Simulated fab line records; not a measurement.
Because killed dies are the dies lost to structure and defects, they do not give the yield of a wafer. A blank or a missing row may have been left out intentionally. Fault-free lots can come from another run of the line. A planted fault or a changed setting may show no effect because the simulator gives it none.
Struck lot and sound lot, side by side ; flow gf180mcu ; 26 steps out of a route of 602
Sound: the wafers L664.1, L664.3, L664.5. Wafers struck: L676.1, L676.4, L676.5. The cause is given at the end.
Per side, at each step with rows, come the tool, then ch with its chambers, and then its first start. Under that, the readings that differ: sound wafers ; struck wafers ; difference of the means ; sigmas: that difference in standard deviations of wafers without a fault.
alike: same words and numbers on both sides, and readings whose means sit less than 2 such deviations apart. not compared: any withheld reading, any reading some wafer has no value for, any bound like >300 that may hide the same value, and any number with overlapping values for which the record gives no deviation.
A row with sigmas, a row that says differs or no value, or rows on one side alone: a step with any of these is where the two part. Non-overlapping numbers with no deviation appear without sigmas and do not part them. Lack of a reading on every wafer of one side parts them only where that side has two or more wafers.

first, 1 step without rows for these wafers: GF_VT_IMPLANT_IMPLANT_08.
GF_VT_IMPLANT_STRIP_09: strips in O2/N2.
  sound on plasma_asher-02 ch 0,1, day 5 17:22; struck on plasma_asher-04 ch 0,1, day 9 10:57
  alike: chamber_pressure_mTorr, drypump_motor_current_A, heater_power_w, oes_product_au, strip_time_to_endpoint_s
  not compared: rf_hours_counter_h
GF_VT_IMPLANT_TW_MEAS_10:
  sound: film_metro-02 at day 5 17:28; struck: film_metro-02 at day 9 11:03
  alike: VT_IMPLANT_TW
then, 7 steps without rows for these wafers: GF_VT_IMPLANT_DEHYDRATE_11 (time 60 s); GF_VT_IMPLANT_HMDS_12 (prime time 60 s); GF_VT_IMPLANT_COAT_13 (resist thk 1000 nm); GF_VT_IMPLANT_SOFTBAKE_14 (time 60 s); GF_VT_IMPLANT_EXPOSE_15 (exposes mask Nwell LV AREA, target cd 860 nm); GF_VT_IMPLANT_PEB_16; GF_VT_IMPLANT_DEVELOP_17 (develop time 60 s).
GF_VT_IMPLANT_OVL_MEAS_18:
  sound: overlay-02 at day 6 06:16; struck: overlay-01 at day 10 04:23
  alike: VT_IMPLANT_01_OVL
following that, these wafers have no rows for 1 step: GF_VT_IMPLANT_IMPLANT_19.
GF_VT_IMPLANT_STRIP_20: strips in O2/N2.
  sound on plasma_asher-02 ch 0,1, day 6 06:27; struck on plasma_asher-04 ch 0,1, day 10 04:34
  no value came back on the struck wafers for any of 5 readings (chamber_pressure_mTorr (mTorr), drypump_motor_current_A (A) and others); on the sound wafers chamber_pressure_mTorr (mTorr) reads 1499.3 1500.2 1500.0
reading;sound;struck;difference;sigmas
model.NOVOLAK_of_VT_IMPLANT_COAT_13.thk_nm (nm);0 0 0;1005 1003 1001;+1003;
  not compared: rf_hours_counter_h
GF_VT_IMPLANT_TW_MEAS_21:
  sound: film_metro-02 at day 6 06:35; struck: film_metro-02 at day 10 04:40
  alike: VT_IMPLANT_2_TW
then, 7 steps without rows for these wafers: GF_VT_IMPLANT_DEHYDRATE_22 (time 60 s); GF_VT_IMPLANT_HMDS_23 (prime time 60 s); GF_VT_IMPLANT_COAT_24 (resist thk 1000 nm); GF_VT_IMPLANT_SOFTBAKE_25 (time 60 s); GF_VT_IMPLANT_EXPOSE_26 (exposes mask LVPWELL HV AREA, target cd 860 nm); GF_VT_IMPLANT_PEB_27; GF_VT_IMPLANT_DEVELOP_28 (develop time 60 s).
GF_VT_IMPLANT_OVL_MEAS_29:
  sound: overlay-01 at day 6 20:28; struck: overlay-02 at day 10 22:16
reading;sound;struck;difference;sigmas
VT_IMPLANT_02_OVL (nm);-2.6 -4.1 -2.0;0.4 0.4 0.3;+3.3;+2
following that, these wafers have no rows for 1 step: GF_VT_IMPLANT_IMPLANT_30.
GF_VT_IMPLANT_STRIP_31: strips in O2/N2.
  sound on plasma_asher-03 ch 0,1, day 6 20:40; struck on plasma_asher-02 ch 0,1, day 10 22:27
reading;sound;struck;difference;sigmas
strip_time_to_endpoint_s (s);12.68 12.68 12.67;27.63 27.62 27.61;+14.94;+99 or more
  alike: chamber_pressure_mTorr, drypump_motor_current_A, heater_power_w, oes_product_au
  not compared: rf_hours_counter_h
GF_VT_IMPLANT_TW_MEAS_32:
  sound: film_metro-01 at day 6 20:46; struck: film_metro-01 at day 10 22:47
reading;sound;struck;difference;sigmas
VT_IMPLANT_3_TW;267.4 267.4 267.5;29.9 30.1 30.0;-237.4;-99 or more
  not compared: hold
following that, these wafers have no rows for 1 step: GF_PASSIVATION_PROBE_99.

## WHERE THEY PART
First at GF_VT_IMPLANT_STRIP_20; last, within this record, at GF_VT_IMPLANT_TW_MEAS_32.

WHY: the cause the simulator had injected
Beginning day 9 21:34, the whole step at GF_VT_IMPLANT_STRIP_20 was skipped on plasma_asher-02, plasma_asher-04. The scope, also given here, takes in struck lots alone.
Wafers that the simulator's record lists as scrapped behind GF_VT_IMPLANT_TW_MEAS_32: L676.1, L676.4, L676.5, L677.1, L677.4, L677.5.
